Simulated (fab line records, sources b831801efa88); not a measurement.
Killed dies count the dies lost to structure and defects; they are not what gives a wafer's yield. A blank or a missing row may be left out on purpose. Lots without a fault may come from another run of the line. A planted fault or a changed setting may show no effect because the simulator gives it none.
Which tool did it? / flow gf180mcu / Sampling: 12 lots, 34 wafers, 8 of 602 route steps

WHAT THE GAUGES SHOWED, per wafer
GF_VT_IMPLANT_TW_MEAS_10.
lot=L797; measured=day 5 19:26; on=film-metro-01; VT_IMPLANT_TW=564 564 565
lot=L798; measured=day 6 08:28; on=film-metro-01; VT_IMPLANT_TW=566 571 566
lot=L799; measured=day 6 16:41; on=film-metro-02; VT_IMPLANT_TW=569 570 567
lot=L801; measured=day 6 22:33; on=film-metro-02; VT_IMPLANT_TW=567 568 567
lot=L802; measured=day 7 03:30; on=film-metro-01; VT_IMPLANT_TW=570 567 570
lot=L803; measured=day 7 12:23; on=film-metro-01; VT_IMPLANT_TW=569 569 570
lot=L807; measured=day 8 11:31; on=film-metro-02; VT_IMPLANT_TW=570 705
lot=L809; measured=day 9 00:32; on=film-metro-01; VT_IMPLANT_TW=711 712
lot=L813; measured=day 10 01:08; on=film-metro-02; VT_IMPLANT_TW=563 566 566
lot=L814; measured=day 10 06:00; on=film-metro-01; VT_IMPLANT_TW=571 571 570
lot=L815; measured=day 10 16:08; on=film-metro-02; VT_IMPLANT_TW=568 564 565
lot=L817; measured=day 10 22:19; on=film-metro-01; VT_IMPLANT_TW=577 575 573

GF_VT_IMPLANT_TW_MEAS_21.
lot=L797; measured=day 6 10:25; on=film-metro-01; VT_IMPLANT_2_TW=1223 1226 1227
lot=L798; measured=day 6 23:47; on=film-metro-02; VT_IMPLANT_2_TW=1218 1210 1226
lot=L799; measured=day 7 08:25; on=film-metro-02; VT_IMPLANT_2_TW=1218 1219 1218
lot=L801; measured=day 7 13:47; on=film-metro-01; VT_IMPLANT_2_TW=1225 1229 1220
lot=L802; measured=day 7 19:29; on=film-metro-01; VT_IMPLANT_2_TW=1230 1220 1227
lot=L803; measured=day 8 04:56; on=film-metro-01; VT_IMPLANT_2_TW=1218 1219 1222
lot=L807; measured=day 9 03:48; on=film-metro-01; VT_IMPLANT_2_TW=1229 1264
lot=L809; measured=day 9 17:11; on=film-metro-02; VT_IMPLANT_2_TW=1249 1248
lot=L813; measured=day 10 19:08; on=film-metro-01; VT_IMPLANT_2_TW=1237 1236 1230
lot=L814; measured=day 11 00:25; on=film-metro-02; VT_IMPLANT_2_TW=1213 1215 1211
lot=L815; measured=day 11 10:50; on=film-metro-02; VT_IMPLANT_2_TW=1227 1217 1216
lot=L817; measured=day 11 16:44; on=film-metro-01; VT_IMPLANT_2_TW=1234 1239 1234

GF_VT_IMPLANT_TW_MEAS_32.
lot=L797; measured=day 7 01:45; on=film-metro-01; VT_IMPLANT_3_TW=269.3 270.0 269.8
lot=L798; measured=day 7 15:58; on=film-metro-01; VT_IMPLANT_3_TW=271.1 269.3 270.4
lot=L799; measured=day 8 00:19; on=film-metro-01; VT_IMPLANT_3_TW=267.3 268.3 268.0
lot=L801; measured=day 8 06:28; on=film-metro-02; VT_IMPLANT_3_TW=271.0 269.2 270.4
lot=L802; measured=day 8 11:51; on=film-metro-01; VT_IMPLANT_3_TW=269.1 268.5 267.1
lot=L803; measured=day 8 21:23; on=film-metro-01; VT_IMPLANT_3_TW=271.5 269.3 267.3
lot=L807; measured=day 9 21:07; on=film-metro-01; VT_IMPLANT_3_TW=270.8 587.5
lot=L809; measured=day 10 10:19; on=film-metro-02; VT_IMPLANT_3_TW=578.5 577.5
lot=L813; measured=day 11 13:58; on=film-metro-01; VT_IMPLANT_3_TW=274.4 272.5 272.1
lot=L814; measured=day 11 19:35; on=film-metro-02; VT_IMPLANT_3_TW=269.5 270.1 269.9
lot=L815; measured=day 12 05:10; on=film-metro-01; VT_IMPLANT_3_TW=271.6 272.5 273.4
lot=L817; measured=day 12 12:09; on=film-metro-01; VT_IMPLANT_3_TW=274.3 272.5 274.6

GF_HV_LDD_THK_MEAS_55.
lot=L797; measured=day 12 16:53; on=film-metro-02; HV_LDD_CVD_54_THK (nm)=9.89 9.99 10.01
lot=L798; measured=day 13 11:01; on=film-metro-02; HV_LDD_CVD_54_THK (nm)=9.99 10.00 9.89
lot=L799; measured=day 13 20:28; on=film-metro-02; HV_LDD_CVD_54_THK (nm)=9.91 9.78 9.84
lot=L801; measured=day 14 03:46; on=film-metro-03; HV_LDD_CVD_54_THK (nm)=9.98 10.05 9.96
lot=L802; measured=day 14 11:19; on=film-metro-02; HV_LDD_CVD_54_THK (nm)=9.89 10.05 9.96
lot=L803; measured=day 14 20:30; on=film-metro-02; HV_LDD_CVD_54_THK (nm)=9.76 10.01 9.96
lot=L807; measured=day 16 00:31; on=film-metro-02; HV_LDD_CVD_54_THK (nm)=10.07 10.05
lot=L809; measured=day 16 20:01; on=film-metro-02; HV_LDD_CVD_54_THK (nm)=10.15 10.30
lot=L813; measured=day 18 03:28; on=film-metro-02; HV_LDD_CVD_54_THK (nm)=9.99 9.98 9.85
lot=L814; measured=day 18 09:55; on=film-metro-03; HV_LDD_CVD_54_THK (nm)=10.03 10.03 9.96
lot=L815; measured=day 18 22:42; on=film-metro-02; HV_LDD_CVD_54_THK (nm)=9.95 10.00 10.13
lot=L817; measured=day 19 09:50; on=film-metro-04; HV_LDD_CVD_54_THK (nm)=10.13 10.21 10.18

GF_CONTACT_OVL_MEAS_15.
lot=L797; measured=day 16 09:19; on=overlay-01; CONTACT_OVL (nm)=0 -4 4
lot=L798; measured=day 17 05:25; on=overlay-02; CONTACT_OVL (nm)=6 4 0
lot=L799; measured=day 17 15:58; on=overlay-02; CONTACT_OVL (nm)=-3 -3 1
lot=L801; measured=day 18 00:31; on=overlay-01; CONTACT_OVL (nm)=1 0 -5
lot=L802; measured=day 18 09:02; on=overlay-02; CONTACT_OVL (nm)=-9 -9 -7
lot=L803; measured=day 18 19:40; on=overlay-01; CONTACT_OVL (nm)=-11 -12 -7
lot=L807; measured=day 20 03:31; on=overlay-01; CONTACT_OVL (nm)=-15 -10
lot=L809; measured=day 21 01:34; on=overlay-02; CONTACT_OVL (nm)=-6 0
lot=L813; measured=day 22 06:52; on=overlay-02; CONTACT_OVL (nm)=5 4 2
lot=L814; measured=day 22 13:57; on=overlay-02; CONTACT_OVL (nm)=-4 -6 -7
lot=L815; measured=day 23 02:01; on=overlay-01; CONTACT_OVL (nm)=-10 -8 -11
lot=L817; measured=day 23 12:32; on=overlay-02; CONTACT_OVL (nm)=-9 -8 -9

WHICH TOOL RAN EACH LOT (tool, then ch and the chambers of the sampled wafers, then the start)
lot=L797; GF_MVPSD_COAT_02=litho-track-04 ch 0, day 4 22:00; GF_MVPSD_STRIP_10=plasma-asher-02 ch 0,1, day 5 05:03; GF_CONTACT_CVD_02=pecvd-02 ch 0,1,2, day 15 10:25
lot=L798; GF_MVPSD_COAT_02=litho-track-03 ch 0, day 5 10:52; GF_MVPSD_STRIP_10=plasma-asher-02 ch 0,1, day 5 18:16; GF_CONTACT_CVD_02=pecvd-03 ch 1,2, day 16 05:39
lot=L799; GF_MVPSD_COAT_02=litho-track-04 ch 0, day 5 18:15; GF_MVPSD_STRIP_10=plasma-asher-04 ch 0,1, day 6 01:58; GF_CONTACT_CVD_02=pecvd-02 ch 0,1,2, day 16 16:26
lot=L801; GF_MVPSD_COAT_02=litho-track-04 ch 0, day 5 23:32; GF_MVPSD_STRIP_10=plasma-asher-02 ch 0,1, day 6 07:29; GF_CONTACT_CVD_02=pecvd-03 ch 0,2, day 17 00:29
lot=L802; GF_MVPSD_COAT_02=litho-track-04 ch 0, day 6 04:14; GF_MVPSD_STRIP_10=plasma-asher-02 ch 0, day 6 12:13; GF_CONTACT_CVD_02=pecvd-03 ch 0,1, day 17 08:37
lot=L803; GF_MVPSD_COAT_02=litho-track-02 ch 0, day 6 12:34; GF_MVPSD_STRIP_10=plasma-asher-01 ch 0,1, day 6 20:58; GF_CONTACT_CVD_02=pecvd-03 ch 0,2, day 17 19:07
lot=L807; GF_MVPSD_COAT_02=litho-track-04 ch 0, day 7 10:19; GF_MVPSD_STRIP_10=plasma-asher-04 ch 1, day 7 18:52; GF_CONTACT_CVD_02=pecvd-02 ch 1, day 19 02:19
lot=L809; GF_MVPSD_COAT_02=litho-track-04 ch 0, day 7 22:45; GF_MVPSD_STRIP_10=plasma-asher-04 ch 0,1, day 8 07:33; GF_CONTACT_CVD_02=pecvd-01 ch 0,1, day 20 00:49
lot=L813; GF_MVPSD_COAT_02=litho-track-02 ch 0, day 8 22:44; GF_MVPSD_STRIP_10=plasma-asher-04 ch 0,1, day 9 07:47; GF_CONTACT_CVD_02=pecvd-02 ch 0,1, day 21 06:55
lot=L814; GF_MVPSD_COAT_02=litho-track-03 ch 0, day 9 04:08; GF_MVPSD_STRIP_10=plasma-asher-04 ch 0,1, day 9 12:55; GF_CONTACT_CVD_02=pecvd-03 ch 0,2, day 21 14:31
lot=L815; GF_MVPSD_COAT_02=litho-track-02 ch 0, day 9 13:19; GF_MVPSD_STRIP_10=plasma-asher-01 ch 0,1, day 9 22:32; GF_CONTACT_CVD_02=pecvd-02 ch 0,2, day 22 02:51
lot=L817; GF_MVPSD_COAT_02=litho-track-03 ch 0, day 9 19:14; GF_MVPSD_STRIP_10=plasma-asher-04 ch 0,1, day 10 04:14; GF_CONTACT_CVD_02=pecvd-02 ch 0,2, day 22 13:17
- GF_MVPSD_COAT_02: resist thk 3000 nm.
- GF_MVPSD_STRIP_10: strips in O2/N2.
- GF_CONTACT_CVD_02: deposits SiO2 from TEOS, target thk 860 nm, time 95.992 s.

AS READ BY THE TOOLS THEMSELVES (means over the sampled wafers that have a number; for cases with no such wafer, the mark the record gives instead)
GF_MVPSD_COAT_02.
lot=L797; tool=litho-track-04; exhaust-pa (Pa)=45.7
lot=L798; tool=litho-track-03; exhaust-pa (Pa)=44.9
lot=L799; tool=litho-track-04; exhaust-pa (Pa)=44.2
lot=L801; tool=litho-track-04; exhaust-pa (Pa)=45.9
lot=L802; tool=litho-track-04; exhaust-pa (Pa)=45.4
lot=L803; tool=litho-track-02; exhaust-pa (Pa)=45.1
lot=L807; tool=litho-track-04; exhaust-pa (Pa)=45.8
lot=L809; tool=litho-track-04; exhaust-pa (Pa)=45.0
lot=L813; tool=litho-track-02; exhaust-pa (Pa)=44.0
lot=L814; tool=litho-track-03; exhaust-pa (Pa)=45.6
lot=L815; tool=litho-track-02; exhaust-pa (Pa)=45.5
lot=L817; tool=litho-track-03; exhaust-pa (Pa)=44.9

GF_MVPSD_STRIP_10.
lot=L797; tool=plasma-asher-02; drypump-motor-current-A (A)=5.6; heater-power-w (W)=320; oes-product-au (a.u.)=0.724; strip-time-to-endpoint-s (s)=36.91
lot=L798; tool=plasma-asher-02; drypump-motor-current-A (A)=5.5; heater-power-w (W)=317; oes-product-au (a.u.)=0.721; strip-time-to-endpoint-s (s)=36.95
lot=L799; tool=plasma-asher-04; drypump-motor-current-A (A)=5.5; heater-power-w (W)=333; oes-product-au (a.u.)=0.721; strip-time-to-endpoint-s (s)=37.05
lot=L801; tool=plasma-asher-02; drypump-motor-current-A (A)=5.5; heater-power-w (W)=317; oes-product-au (a.u.)=0.725; strip-time-to-endpoint-s (s)=37.01
lot=L802; tool=plasma-asher-02; drypump-motor-current-A (A)=6.0; heater-power-w (W)=304; oes-product-au (a.u.)=0.710; strip-time-to-endpoint-s (s)=37.06
lot=L803; tool=plasma-asher-01; drypump-motor-current-A (A)=5.8; heater-power-w (W)=427; oes-product-au (a.u.)=0.720; strip-time-to-endpoint-s (s)=36.91
lot=L807; tool=plasma-asher-04; drypump-motor-current-A (A)=5.4; heater-power-w (W)=382; oes-product-au (a.u.)=0.595; strip-time-to-endpoint-s (s)=21.32
lot=L809; tool=plasma-asher-04; drypump-motor-current-A (A)=5.5; heater-power-w (W)=347; oes-product-au (a.u.)=0.468; strip-time-to-endpoint-s (s)=5.60
lot=L813; tool=plasma-asher-04; drypump-motor-current-A (A)=5.6; heater-power-w (W)=340; oes-product-au (a.u.)=0.724; strip-time-to-endpoint-s (s)=36.85
lot=L814; tool=plasma-asher-04; drypump-motor-current-A (A)=5.5; heater-power-w (W)=362; oes-product-au (a.u.)=0.722; strip-time-to-endpoint-s (s)=37.03
lot=L815; tool=plasma-asher-01; drypump-motor-current-A (A)=6.0; heater-power-w (W)=384; oes-product-au (a.u.)=0.721; strip-time-to-endpoint-s (s)=37.13
lot=L817; tool=plasma-asher-04; drypump-motor-current-A (A)=5.5; heater-power-w (W)=361; oes-product-au (a.u.)=0.721; strip-time-to-endpoint-s (s)=37.02

GF_CONTACT_CVD_02.
lot=L797; tool=pecvd-02; heater-power-w (W)=649
lot=L798; tool=pecvd-03; heater-power-w (W)=720
lot=L799; tool=pecvd-02; heater-power-w (W)=564
lot=L801; tool=pecvd-03; heater-power-w (W)=677
lot=L802; tool=pecvd-03; heater-power-w (W)=677
lot=L803; tool=pecvd-03; heater-power-w (W)=711
lot=L807; tool=pecvd-02; heater-power-w (W)=524
lot=L809; tool=pecvd-01; heater-power-w (W)=626
lot=L813; tool=pecvd-02; heater-power-w (W)=599
lot=L814; tool=pecvd-03; heater-power-w (W)=655
lot=L815; tool=pecvd-02; heater-power-w (W)=659
lot=L817; tool=pecvd-02; heater-power-w (W)=660

THE ANSWER, worked out from the rows above alone
Rule: what is usual is taken from the lots themselves. The widest of any qualifying gaps counts: lots, ordered by their means at a reading, are off when they make up no more than a third of the lots, leave a main group of 4 or more, and stand apart from it by 3 or more times the standard deviation of that group's means. Not used: any main group whose means are identical at the precision the tables above print for the reading. A lot without any number at a reading at which 4 lots or more have one is off too. Where the step has rows for the other lots, those lots are counted as sound. Order of review: gauges by route order, followed by the tools' own readings, for which a lot's mean as printed above is used. The first step at which some lot is off is used, and at that step the reading that is off furthest; a lot without a number counts as furthest.
Off: L807, L809, at GF_VT_IMPLANT_TW_MEAS_10 (VT_IMPLANT_TW). The main group has a mean of 568 with a standard deviation of 3.
A tool fits if, at a process step before that reading, it ran every lot that is off, and no sound lot after the first of them. Not tried: the gauges at GF_VT_IMPLANT_TW_MEAS_10; whatever is off there is also off at GF_MVPSD_STRIP_10, on other tools, and gauge error can't account for it. One candidate fits, namely litho-track-04 at GF_MVPSD_COAT_02. A fault onset in the window from L802 (day 6 04:14, its last sound lot) to L807 (day 7 10:19, its first lot off) fits.

WHAT THE SIMULATOR HAD INSERTED
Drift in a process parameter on litho-track-04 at GF_MVPSD_COAT_02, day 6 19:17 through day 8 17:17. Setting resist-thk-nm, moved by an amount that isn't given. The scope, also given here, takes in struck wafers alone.
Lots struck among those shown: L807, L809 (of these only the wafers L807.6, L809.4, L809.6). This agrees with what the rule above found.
